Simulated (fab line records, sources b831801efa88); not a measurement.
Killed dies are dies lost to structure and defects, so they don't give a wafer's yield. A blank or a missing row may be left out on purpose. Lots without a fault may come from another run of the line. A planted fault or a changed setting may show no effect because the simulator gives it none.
fab line records | flow sky130
record lots=12 wafers=36 last_day=49
route steps=708 shown NWELL@68 VT_ADJUST_HVTP@95 VT_ADJUST_NCORE@130 POLY_GATE@229 PAD_OPEN@708
lots that met no fault: from a run of the same line without faults
start_h: hours from the record's first day to the start of the lot's first wafer shown | wait_h: hours since the lot's step before | " the same as in the row above | L1.1+2: a row that stands for several wafers | - no value, or no start given | * or withheld: withheld | < > ~ a bound
route shown NAME@n: a module of which the file shows steps, and the number in the route of the first | usual: mean/standard deviation of fault-free wafers | same: alike in all rows | chamber/n: place in a boat | sites: the reading at each site | _std_site: their standard deviation | _edge_site: outer sites' mean less inner sites' | radius_mm: how far each site lies from the wafer's centre | mask NAME#n: copy n | behind: the tool/chamber that last shaped the wafer | hold: why the lot was held/for how many hours/how that ended | device: the transistor (n, p or np) that didn't switch | end of line: the same wafers' tests at the end of the route | a step without rows: its recipe alone | killed: dies lost to structure and defects at the first sort, not the wafer's yield | map: a wafer's dies, x killed, . not, _ none there
set.NAME: the setting as run; set.NAME@STEP: as run at that earlier step | model.NAME: the simulator's own value behind a step, which no gauge read
steps of the route over a sample of lots; a table a step, a row a wafer
services: from which hour (start_h, from the record's first day; less than 0 if before it) a tool's chamber was out of use, for how many hours, and why
## steps
# step SKY_NWELL_TW_MEAS_15
# usual NWELL_TW=1823/7.2
# columns lot.wafer tool chamber start_h wait_h NWELL_TW
L742.2 film_metro-02 - 93.55 0.1 1819
L742.5 " - " " 1837
L742.6 " - " " 1834
L743.1 film_metro-01 - 98.46 0.1 1826
L743.4 " - " " 1827
L743.6 " - " " 1827
L744.2 film_metro-01 - 105.40 0.1 1828
L744.3 " - " " 1823
L744.6 " - " " 1819
L745.1 film_metro-03 - 108.79 0.1 1820
L745.2 " - " " 1820
L745.3 " - " " 1829
L747.2 film_metro-03 - 122.15 0.1 1828
L747.3 " - " " 1824
L747.4 " - " " 1830
L749.3 film_metro-01 - 131.48 0.1 1837
L749.4 " - " " 1832
L749.5 " - " " 1833
L750.2 film_metro-03 - 139.80 0.1 1810
L750.3 " - " " 1820
L750.5 " - " " 1817
L752.1 film_metro-02 - 152.38 0.1 1822
L752.2 " - " " 1828
L752.4 " - " " 1820
L754.1 film_metro-01 - 162.59 0.1 1821
L754.3 " - " " 1823
L754.5 " - " " 1810
L755.2 film_metro-03 - 168.50 0.1 1815
L755.4 " - " " 1826
L755.5 " - " " 1820
L756.1 film_metro-02 - 177.68 0.1 1817
L756.2 " - " " 1816
L756.6 " - " " 1813
L757.2 film_metro-03 - 181.80 0.1 1830
L757.3 " - " " 1833
L757.6 " - " " 1840
# step SKY_VT_ADJUST_HVTP_STRIP_10
# recipe chemistry=O2/N2 power_w=1400 pressure_mtorr=1500 platen_temp_c=withheld o2_flow_sccm=3000 n2_flow_sccm=300 overash_fraction=0.5
# usual chamber_pressure_mTorr=1499.9/1.4 drypump_motor_current_A=5.51/0.24 oes_product_au=0.715/0.0048 strip_time_to_endpoint_s=14.16/0.035
# columns lot.wafer tool chamber start_h wait_h chamber_pressure_mTorr drypump_motor_current_A oes_product_au rf_hours_counter_h strip_time_to_endpoint_s
L742.2 plasma_asher-02 0 129.05 0.1 1499.9 5.33 0.720 1 14.12
L742.5 " 1 " " 1498.0 5.42 0.717 - 14.12
L742.6 " 0 " " 1499.9 5.32 0.720 - 14.16
L743.1 plasma_asher-02 1 134.70 0.1 1500.5 5.35 0.713 2 14.20
L743.4 " 0 " " 1500.5 5.32 0.723 - 14.22
L743.6 " 1 " " 1502.1 5.37 0.715 - 14.16
L744.2 plasma_asher-03 1 141.98 0.1 1500.9 5.73 0.720 33 14.18
L744.3 " 1 " " 1500.6 5.73 0.716 - 14.14
L744.6 " 1 " " 1499.1 5.75 0.717 - 14.11
L745.1 plasma_asher-02 0 144.21 0.1 1499.8 5.34 0.719 3 14.16
L745.2 " 1 " " 1502.6 5.39 0.712 3 14.10
L745.3 " 1 " " 1499.5 5.37 0.722 - 14.19
L747.2 plasma_asher-02 0 159.78 0.1 1499.5 5.30 0.710 4 14.17
L747.3 " 1 " " 1501.5 5.36 0.713 - 14.19
L747.4 " 0 " " 1498.1 5.32 0.718 - 14.17
L749.3 plasma_asher-04 1 170.19 0.1 1500.8 6.01 0.709 - 14.18
L749.4 " 0 " " 1500.4 5.87 0.714 - 14.13
L749.5 " 1 " " 1499.6 6.01 0.717 - 14.18
L750.2 plasma_asher-03 0 179.90 0.1 1501.6 5.40 0.716 36 14.14
L750.3 " 1 " " 1501.0 5.77 0.712 - 14.12
L750.5 " 0 " " 1499.8 5.39 0.715 - 14.11
L752.1 plasma_asher-03 0 193.58 0.1 1502.6 5.39 0.706 37 14.16
L752.2 " 1 " " 1498.2 5.73 0.724 37 14.15
L752.4 " 0 " " 1499.8 5.34 0.709 - 14.19
L754.1 plasma_asher-02 1 204.98 0.1 1499.6 5.37 0.712 8 14.18
L754.3 " 0 " " 1498.3 5.29 0.715 - 14.11
L754.5 " 0 " " 1499.9 5.31 0.718 - 14.19
L755.2 plasma_asher-02 0 212.03 0.1 1801.6 5.35 0.734 9 13.61
L755.4 " 0 " " 1800.0 5.34 0.733 - 13.64
L755.5 " 1 " " 1799.8 5.36 0.741 - 13.63
L756.1 plasma_asher-02 1 221.03 0.1 1802.0 5.39 0.736 10 13.60
L756.2 " 0 " " 1799.5 5.32 0.737 10 13.58
L756.6 " 0 " " 1800.0 5.32 0.735 - 13.60
L757.2 plasma_asher-03 0 226.68 0.1 1500.5 5.36 0.709 41 14.14
L757.3 " 0 " " 1500.1 5.37 0.713 - 14.13
L757.6 " 1 " " 1502.4 5.78 0.718 - 14.13
# step SKY_VT_ADJUST_NCORE_TW_MEAS_11
# usual VT_ADJUST_NCORE_TW=219.5/1.5
# columns lot.wafer tool chamber start_h wait_h VT_ADJUST_NCORE_TW
L742.2 film_metro-04 - 188.49 0.1 218.9
L742.5 " - " " 218.2
L742.6 " - " " 218.2
L743.1 film_metro-04 - 194.26 0.1 217.7
L743.4 " - " " 219.0
L743.6 " - " " 218.4
L744.2 film_metro-02 - 203.82 0.1 219.7
L744.3 " - " " 218.9
L744.6 " - " " 219.8
L745.1 film_metro-04 - 207.01 0.1 218.3
L745.2 " - " " 218.7
L745.3 " - " " 218.8
L747.2 film_metro-04 - 225.12 0.1 216.6
L747.3 " - " " 215.7
L747.4 " - " " 216.3
L749.3 film_metro-04 - 236.13 0.1 217.4
L749.4 " - " " 218.9
L749.5 " - " " 217.7
L750.2 film_metro-02 - 247.22 0.1 219.1
L750.3 " - " " 219.5
L750.5 " - " " 219.0
L752.1 film_metro-02 - 264.36 0.1 219.0
L752.2 " - " " 218.2
L752.4 " - " " 218.9
L754.1 film_metro-01 - 277.46 0.1 219.2
L754.3 " - " " 218.9
L754.5 " - " " 219.9
L755.2 film_metro-04 - 283.67 0.1 217.9
L755.4 " - " " 218.2
L755.5 " - " " 217.5
L756.1 film_metro-04 - 294.51 0.1 219.3
L756.2 " - " " 217.5
L756.6 " - " " 219.1
L757.2 film_metro-02 - 300.24 0.1 219.1
L757.3 " - " " 220.8
L757.6 " - " " 220.4
# step SKY_POLY_GATE_ETCH_15
# recipe chemistry=N2/H2 target=BARC ion_energy_ev=200 source_w=500 bias_w=100 pressure_mtorr=30 n2_flow_sccm=100 h2_flow_sccm=200 stop_on=SiO2 time_s=118.5 target_depth_a=1100
# usual drypump_motor_current_A=6.0/0.44 oes_product_au=0.716/0.0049 throttle_valve_pct=13.214/0.0087
# columns lot.wafer tool chamber start_h wait_h drypump_motor_current_A oes_product_au rf_hours_counter_h throttle_valve_pct
L743.1 rie_diel-02 0 383.20 0.0 6.5 0.722 50 13.214
L743.4 " 2 " " 6.1 0.716 14 13.204
L743.6 " 0 " " 6.5 0.726 - 13.214
L742.2 rie_diel-03 2 383.55 0.0 6.2 0.720 69 13.205
L742.5 " 3 " " 5.7 0.727 - 13.221
L742.6 " 0 " " 5.6 0.717 - 13.227
L744.2 rie_diel-03 0 397.31 0.0 5.5 0.712 95 13.202
L744.3 " 2 " " 6.2 0.712 69 13.221
L744.6 " 3 " " 5.7 0.710 - 13.213
L745.1 rie_diel-04 2 398.26 0.0 6.1 0.718 3 13.221
L745.2 " 1 " " 6.8 0.714 1 13.214
L745.3 " 3 " " 6.0 0.719 4 13.210
L747.2 rie_diel-04 2 432.21 0.0 6.0 0.711 3 13.217
L747.3 " 1 " " 6.8 0.720 1 13.217
L747.4 " 2 " " 6.0 0.720 - 13.208
L749.3 rie_diel-03 0 445.75 0.0 5.5 0.711 96 13.217
L749.4 " 2 " " 6.2 0.703 70 13.218
L749.5 " 3 " " 5.7 0.717 - 13.222
L750.2 rie_diel-02 2 461.55 0.0 6.1 0.715 16 13.212
L750.3 " 0 " " 6.6 0.715 52 13.212
L750.5 " 3 " " 5.7 0.722 - 13.199
L752.1 rie_diel-03 1 485.60 0.0 6.6 0.717 69 13.214
L752.2 " 2 " " 6.2 0.718 72 13.224
L752.4 " 3 " " 5.7 0.718 - 13.207
L754.1 rie_diel-04 1 495.86 0.0 6.8 0.715 2 13.209
L754.3 " 2 " " 6.1 0.720 4 13.220
L754.5 " 2 " " 6.0 0.712 - 13.227
L755.2 rie_diel-02 3 504.66 0.0 5.7 0.711 1 13.218
L755.4 " 2 " " 6.1 0.721 17 13.216
L755.5 " 2 " " 6.1 0.716 - 13.220
L756.1 rie_diel-04 0 517.51 0.0 5.9 0.714 54 13.217
L756.2 " 2 " " 6.1 0.718 5 13.216
L756.6 " 3 " " 6.0 0.715 - 13.200
L757.2 rie_diel-03 2 517.75 0.0 6.2 0.713 72 13.207
L757.3 " 0 " " 5.6 0.711 0 13.226
L757.6 " 1 " " 6.6 0.717 - 13.207
# step SKY_PAD_OPEN_PROBE_99
# usual killed_at_M0_to_M3=43/7 killed_at_M4_up=3.5/1.9 killed_at_contacts=24/5.3 killed_at_front_end=15/4.4 killed_at_other=0.3/0.69 killed_dies=87/9.7 killed_on_rim=17/4.3 killed_open=48/7 killed_short=39/6.4
# same gross_dies=492 killed_at_back_side=0
# columns lot.wafer tool chamber start_h wait_h killed_at_M0_to_M3 killed_at_M4_up killed_at_contacts killed_at_front_end killed_at_other killed_dies killed_on_rim killed_open killed_short
L743.1 prober-01 - 1082.62 0.1 35 7 28 11 0 81 19 50 30
L743.4 prober-01 - 1082.77 0.2 38 1 23 16 1 79 14 51 27
L743.6 prober-01 - 1082.87 0.2 30 2 27 13 2 74 16 38 35
L742.2 prober-01 - 1088.01 0.1 53 5 26 12 0 96 19 51 45
L742.5 prober-01 - 1088.16 0.2 63 2 20 19 0 104 22 47 55
L742.6 prober-01 - 1088.21 0.2 39 4 43 9 0 95 21 53 42
L744.2 prober-02 - 1094.12 0.1 40 2 27 18 0 87 26 50 36
L744.3 prober-02 - 1094.17 0.2 47 5 26 14 1 93 15 42 50
L744.6 prober-02 - 1094.32 0.2 37 2 29 11 0 79 9 40 37
L745.1 prober-01 - 1102.39 0.1 53 7 20 18 0 98 15 54 44
L745.2 prober-01 - 1102.44 0.1 35 8 22 12 0 77 9 39 38
L745.3 prober-01 - 1102.49 0.2 47 5 14 21 0 87 15 37 50
L747.2 prober-01 - 1118.28 0.1 39 7 22 20 0 88 18 55 33
L747.3 prober-01 - 1118.33 0.2 53 1 34 8 0 96 14 57 39
L747.4 prober-01 - 1118.38 0.2 44 2 26 18 0 90 23 54 36
L749.3 prober-01 - 1124.47 0.2 52 6 26 17 0 101 16 60 41
L749.4 prober-01 - 1124.52 0.2 40 2 37 17 0 96 20 42 53
L749.5 prober-01 - 1124.57 0.2 31 3 19 18 0 71 15 32 38
L750.2 prober-02 - 1136.22 0.1 43 6 32 14 0 95 19 59 36
L750.3 prober-02 - 1136.27 0.2 34 5 23 18 0 80 17 47 33
L750.5 prober-02 - 1136.37 0.2 44 0 18 13 1 76 10 40 36
L752.1 prober-02 - 1152.75 0.1 33 2 25 20 1 81 15 43 38
L752.2 prober-02 - 1152.80 0.1 34 1 22 15 0 72 12 42 30
L752.4 prober-02 - 1152.90 0.2 35 3 28 24 0 90 16 56 33
L754.1 prober-02 - 1157.72 0.1 55 1 20 14 0 90 17 55 35
L754.3 prober-02 - 1157.82 0.2 53 2 27 12 0 94 13 40 54
L754.5 prober-02 - 1157.92 0.2 41 3 26 29 0 99 29 57 42
L755.2 prober-02 - 1159.28 0.1 51 2 27 16 0 96 21 52 44
L755.4 prober-02 - 1159.38 0.2 47 5 25 18 0 95 15 54 41
L755.5 prober-02 - 1159.43 0.2 40 2 28 20 0 90 13 44 45
L756.1 prober-01 - 1164.07 0.1 45 3 25 14 0 87 16 45 42
L756.2 prober-01 - 1164.12 0.1 43 4 23 17 1 88 18 38 49
L756.6 prober-01 - 1164.32 0.2 44 4 18 18 0 84 13 44 40
L757.2 prober-02 - 1168.92 0.1 56 1 11 28 2 98 21 56 41
L757.3 prober-02 - 1168.97 0.2 44 4 22 17 0 87 20 54 31
L757.6 prober-02 - 1169.12 0.2 42 3 26 21 1 93 20 44 47
# killed by level:class
L743.1 CONTACT:geometric_particle:open=13 VIA3:geometric_particle:open=8 VIA1:geometric_particle:open=8 VIA2:geometric_particle:open=6 CONTACT:geometric_particle:short=5 LI_CONTACT:geometric_particle:open=5 VIA1:geometric_particle:short=5 LI_CONTACT:geometric_particle:short=4
L743.4 VIA1:geometric_particle:open=13 CONTACT:geometric_particle:open=10 LI_CONTACT:geometric_particle:open=8 VIA2:geometric_particle:open=7 METAL1:geometric_particle:short=4 METAL2:geometric_particle:short=4 FIELD_ISO:geometric_particle:open=3 POLY_GATE:geometric_particle:open=3
L743.6 CONTACT:geometric_particle:open=14 METAL1:geometric_particle:short=7 VIA1:geometric_particle:open=6 CONTACT:geometric_particle:short=5 METAL2:geometric_particle:short=5 LI_CONTACT:geometric_particle:open=4 METAL3:geometric_particle:short=4 SPACER:geometric_particle:open=3
L742.2 VIA1:geometric_particle:open=12 CONTACT:geometric_particle:open=9 VIA2:geometric_particle:open=9 VIA1:geometric_particle:short=8 CONTACT:geometric_particle:short=7 METAL1:geometric_particle:short=7 LI_CONTACT:geometric_particle:open=5 VIA3:geometric_particle:short=5
L742.5 FIELD_ISO:geometric_particle:short=10 VIA1:geometric_particle:open=10 METAL2:geometric_particle:short=10 CONTACT:geometric_particle:open=9 VIA3:geometric_particle:open=8 METAL1:geometric_particle:short=7 METAL3:geometric_particle:short=7 VIA1:geometric_particle:short=6
L742.6 CONTACT:geometric_particle:open=18 VIA1:geometric_particle:open=8 CONTACT:geometric_particle:short=8 LI_CONTACT:geometric_particle:open=8 LOCAL_INTERCONNECT:geometric_particle:short=7 METAL1:geometric_particle:short=6 VIA3:geometric_particle:open=6 VIA1:geometric_particle:short=6
L744.2 VIA1:geometric_particle:open=13 CONTACT:geometric_particle:open=12 VIA3:geometric_particle:open=7 LI_CONTACT:geometric_particle:open=7 POLY_GATE:geometric_particle:short=5 VIA1:geometric_particle:short=5 VIA2:geometric_particle:short=5 FIELD_ISO:geometric_particle:short=4
L744.3 CONTACT:geometric_particle:short=11 METAL1:geometric_particle:short=8 VIA1:geometric_particle:open=8 METAL2:geometric_particle:short=8 VIA2:geometric_particle:open=7 CONTACT:geometric_particle:open=6 VIA3:geometric_particle:open=6 FIELD_ISO:geometric_particle:open=5
L744.6 CONTACT:geometric_particle:open=10 LI_CONTACT:geometric_particle:open=8 METAL1:geometric_particle:short=7 VIA2:geometric_particle:open=7 LI_CONTACT:geometric_particle:short=5 METAL2:geometric_particle:short=5 POLY_GATE:geometric_particle:short=4 CONTACT:geometric_particle:short=4
L745.1 VIA1:geometric_particle:open=18 VIA2:geometric_particle:open=9 VIA3:geometric_particle:open=8 LOCAL_INTERCONNECT:geometric_particle:short=8 VIA1:geometric_particle:short=6 METAL4:geometric_particle:short=5 POLY_GATE:geometric_particle:short=4 POLY_GATE:geometric_particle:open=4
L745.2 VIA1:geometric_particle:open=7 CONTACT:geometric_particle:open=6 LI_CONTACT:geometric_particle:open=6 VIA3:geometric_particle:open=6 METAL4:geometric_particle:short=6 METAL2:geometric_particle:short=5 FIELD_ISO:geometric_particle:open=4 LOCAL_INTERCONNECT:geometric_particle:short=4
L745.3 VIA1:geometric_particle:open=10 VIA1:geometric_particle:short=7 METAL2:geometric_particle:short=7 FIELD_ISO:geometric_particle:short=5 METAL1:geometric_particle:short=5 VIA2:geometric_particle:open=5 POLY_GATE:geometric_particle:open=4 SPACER:geometric_particle:open=4
L747.2 VIA3:geometric_particle:open=9 CONTACT:geometric_particle:open=8 LI_CONTACT:geometric_particle:open=6 FIELD_ISO:geometric_particle:open=6 VIA1:geometric_particle:short=6 VIA2:geometric_particle:open=6 FIELD_ISO:geometric_particle:short=5 POLY_GATE:geometric_particle:open=4
L747.3 VIA3:geometric_particle:open=15 CONTACT:geometric_particle:open=13 LI_CONTACT:geometric_particle:open=10 VIA1:geometric_particle:open=6 METAL1:geometric_particle:short=6 VIA2:geometric_particle:open=5 CONTACT:geometric_particle:short=5 METAL2:geometric_particle:short=5
L747.4 CONTACT:geometric_particle:open=12 VIA1:geometric_particle:open=11 METAL1:geometric_particle:short=7 FIELD_ISO:geometric_particle:short=6 FIELD_ISO:geometric_particle:open=6 VIA2:geometric_particle:open=6 LI_CONTACT:geometric_particle:open=5 VIA3:geometric_particle:open=5
L749.3 VIA1:geometric_particle:open=13 CONTACT:geometric_particle:open=12 VIA2:geometric_particle:open=10 VIA3:geometric_particle:open=8 LI_CONTACT:geometric_particle:open=6 POLY_GATE:geometric_particle:open=5 METAL4:geometric_particle:short=5 METAL1:geometric_particle:short=5
L749.4 METAL1:geometric_particle:short=12 CONTACT:geometric_particle:open=9 CONTACT:geometric_particle:short=9 LOCAL_INTERCONNECT:geometric_particle:short=8 LI_CONTACT:geometric_particle:open=7 VIA1:geometric_particle:open=7 POLY_GATE:geometric_particle:short=5 VIA3:geometric_particle:open=5
L749.5 CONTACT:geometric_particle:open=11 POLY_GATE:geometric_particle:short=6 METAL1:geometric_particle:short=5 VIA1:geometric_particle:short=5 METAL2:geometric_particle:short=5 FIELD_ISO:geometric_particle:open=4 VIA2:geometric_particle:short=4 VIA2:geometric_particle:open=4
L750.2 CONTACT:geometric_particle:open=14 VIA1:geometric_particle:open=13 LI_CONTACT:geometric_particle:open=9 VIA3:geometric_particle:open=6 VIA2:geometric_particle:open=6 METAL4:geometric_particle:short=5 LI_CONTACT:geometric_particle:short=4 METAL1:geometric_particle:short=4
L750.3 VIA2:geometric_particle:open=10 VIA1:geometric_particle:open=9 CONTACT:geometric_particle:open=9 METAL1:geometric_particle:short=7 CONTACT:geometric_particle:short=6 FIELD_ISO:geometric_particle:open=4 LI_CONTACT:geometric_particle:open=4 FIELD_ISO:geometric_particle:short=3
L750.5 VIA1:geometric_particle:open=12 CONTACT:geometric_particle:open=8 METAL3:geometric_particle:short=8 LI_CONTACT:geometric_particle:open=6 VIA2:geometric_particle:open=6 VIA2:geometric_particle:short=6 FIELD_ISO:geometric_particle:short=4 METAL2:geometric_particle:short=4
L752.1 FIELD_ISO:geometric_particle:open=9 CONTACT:geometric_particle:open=9 LI_CONTACT:geometric_particle:open=7 VIA2:geometric_particle:open=7 VIA1:geometric_particle:short=6 VIA1:geometric_particle:open=6 FIELD_ISO:geometric_particle:short=4 LOCAL_INTERCONNECT:geometric_particle:short=4
L752.2 CONTACT:geometric_particle:open=8 VIA2:geometric_particle:open=7 VIA1:geometric_particle:open=7 LI_CONTACT:geometric_particle:open=6 LOCAL_INTERCONNECT:geometric_particle:short=4 METAL1:geometric_particle:short=4 VIA3:geometric_particle:open=4 FIELD_ISO:geometric_particle:open=3
L752.4 CONTACT:geometric_particle:open=13 VIA2:geometric_particle:open=12 VIA1:geometric_particle:open=8 FIELD_ISO:geometric_particle:open=7 LI_CONTACT:geometric_particle:open=7 POLY_GATE:geometric_particle:short=6 CONTACT:geometric_particle:short=6 POLY_GATE:geometric_particle:open=5
L754.1 VIA1:geometric_particle:open=10 VIA2:geometric_particle:open=10 VIA3:geometric_particle:open=9 LI_CONTACT:geometric_particle:open=8 METAL2:geometric_particle:short=6 LI_CONTACT:geometric_particle:short=5 CONTACT:geometric_particle:open=5 FIELD_ISO:geometric_particle:open=4
L754.3 VIA1:geometric_particle:short=10 LI_CONTACT:geometric_particle:open=8 CONTACT:geometric_particle:open=8 VIA3:geometric_particle:short=8 VIA3:geometric_particle:open=6 POLY_GATE:geometric_particle:short=5 LOCAL_INTERCONNECT:geometric_particle:short=5 VIA1:geometric_particle:open=5
L754.5 CONTACT:geometric_particle:open=11 VIA2:geometric_particle:open=10 FIELD_ISO:geometric_particle:open=9 LI_CONTACT:geometric_particle:open=6 VIA3:geometric_particle:open=6 VIA1:geometric_particle:open=6 METAL2:geometric_particle:short=5 VIA3:geometric_particle:short=5
L755.2 VIA1:geometric_particle:open=12 CONTACT:geometric_particle:open=10 VIA2:geometric_particle:open=9 CONTACT:geometric_particle:short=7 METAL1:geometric_particle:short=7 FIELD_ISO:geometric_particle:open=6 LI_CONTACT:geometric_particle:open=5 FIELD_ISO:geometric_particle:short=4
L755.4 VIA2:geometric_particle:open=12 CONTACT:geometric_particle:open=9 VIA1:geometric_particle:open=9 FIELD_ISO:geometric_particle:open=7 METAL1:geometric_particle:short=7 LI_CONTACT:geometric_particle:open=7 METAL2:geometric_particle:short=5 LOCAL_INTERCONNECT:geometric_particle:short=5
L755.5 VIA1:geometric_particle:open=12 CONTACT:geometric_particle:open=7 FIELD_ISO:geometric_particle:short=6 FIELD_ISO:geometric_particle:open=6 LI_CONTACT:geometric_particle:open=6 LOCAL_INTERCONNECT:geometric_particle:short=6 METAL2:geometric_particle:short=6 LI_CONTACT:geometric_particle:short=5
L756.1 VIA1:geometric_particle:open=12 CONTACT:geometric_particle:open=11 METAL2:geometric_particle:short=10 LI_CONTACT:geometric_particle:open=6 FIELD_ISO:geometric_particle:open=5 METAL3:geometric_particle:short=5 VIA1:geometric_particle:short=5 CONTACT:geometric_particle:short=4
L756.2 VIA2:geometric_particle:open=10 LOCAL_INTERCONNECT:geometric_particle:short=7 METAL2:geometric_particle:short=7 CONTACT:geometric_particle:open=6 VIA3:geometric_particle:open=6 VIA1:geometric_particle:open=5 CONTACT:geometric_particle:short=5 POLY_GATE:geometric_particle:open=4
L756.6 CONTACT:geometric_particle:open=8 METAL2:geometric_particle:short=8 FIELD_ISO:geometric_particle:open=7 METAL1:geometric_particle:short=7 VIA1:geometric_particle:open=6 VIA2:geometric_particle:open=5 CONTACT:geometric_particle:short=5 METAL3:geometric_particle:short=5
L757.2 VIA1:geometric_particle:open=9 VIA3:geometric_particle:open=9 VIA2:geometric_particle:open=9 METAL2:geometric_particle:short=8 FIELD_ISO:geometric_particle:open=6 POLY_GATE:geometric_particle:short=6 POLY_GATE:geometric_particle:open=5 METAL1:geometric_particle:short=5
L757.3 VIA3:geometric_particle:open=9 VIA1:geometric_particle:open=8 CONTACT:geometric_particle:open=7 LI_CONTACT:geometric_particle:open=6 VIA2:geometric_particle:open=6 POLY_GATE:geometric_particle:short=4 VIA2:geometric_particle:short=4 CONTACT:geometric_particle:short=4
L757.6 CONTACT:geometric_particle:open=13 POLY_GATE:geometric_particle:short=8 VIA1:geometric_particle:open=8 METAL1:geometric_particle:short=7 VIA3:geometric_particle:short=6 POLY_GATE:geometric_particle:open=5 VIA1:geometric_particle:short=5 VIA2:geometric_particle:open=5
## services
# columns tool chamber start_h hours kind
plasma_asher-02 - 108.78 9.0 pm
rie_diel-03 - 109.17 0.4 repair
rie_diel-03 3 119.49 1.7 repair
rie_diel-04 - 120.01 0.2 repair
rie_diel-04 1 123.23 2.9 repair
rie_diel-02 0 143.48 1.5 repair
plasma_asher-03 - 147.20 1.1 repair
rie_diel-04 3 216.12 2.8 repair
rie_diel-04 - 236.40 14.6 pm
rie_diel-04 - 251.02 15.6 pm
rie_diel-02 1 260.92 2.1 repair
rie_diel-04 0 270.85 6.7 repair
rie_diel-04 3 271.73 3.2 repair
rie_diel-04 2 272.24 6.0 repair
rie_diel-02 3 275.68 7.1 repair
rie_diel-04 3 305.25 8.7 repair
plasma_asher-02 - 327.33 0.5 repair
rie_diel-03 0 388.84 7.2 repair
rie_diel-04 0 429.67 7.1 repair
rie_diel-03 3 450.67 4.2 repair
rie_diel-04 - 458.91 17.3 repair
rie_diel-03 3 468.94 9.3 repair
plasma_asher-03 - 469.04 2.8 pm
rie_diel-03 3 508.56 5.1 repair
## key
first_sign step=SKY_VT_ADJUST_HVTP_STRIP_10 reading=chamber_pressure_mTorr direction=up sigmas=99+ usual=1499.9 struck=1800.5
effect step=SKY_VT_ADJUST_HVTP_STRIP_10 reading=strip_time_to_endpoint_s direction=down sigmas=15 usual=* struck=*
met_at SKY_VT_ADJUST_HVTP_STRIP_10
struck_lots L755,L756
tester_left_out L755,L756
not_acting_at SKY_NWELL_TW_MEAS_15,SKY_VT_ADJUST_NCORE_TW_MEAS_11,SKY_POLY_GATE_ETCH_15
onset_between 204.98 212.03
fault kind=process_parameter_drift tool=plasma_asher-02 chamber=- onset_h=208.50 steps=SKY_VT_ADJUST_HVTP_STRIP_10 channel=pressure_mtorr offset=300 shape=step end_h=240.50 acts_in=these_recipes_only stated=1500
# tester_left_out: of these lots the tester's yield and bins aren't shown, on N5 and GAA mostly nor the transistor test; their killed dies are dies lost to structure and defects alone, not to doping, threshold or leakage, so they don't give the yield
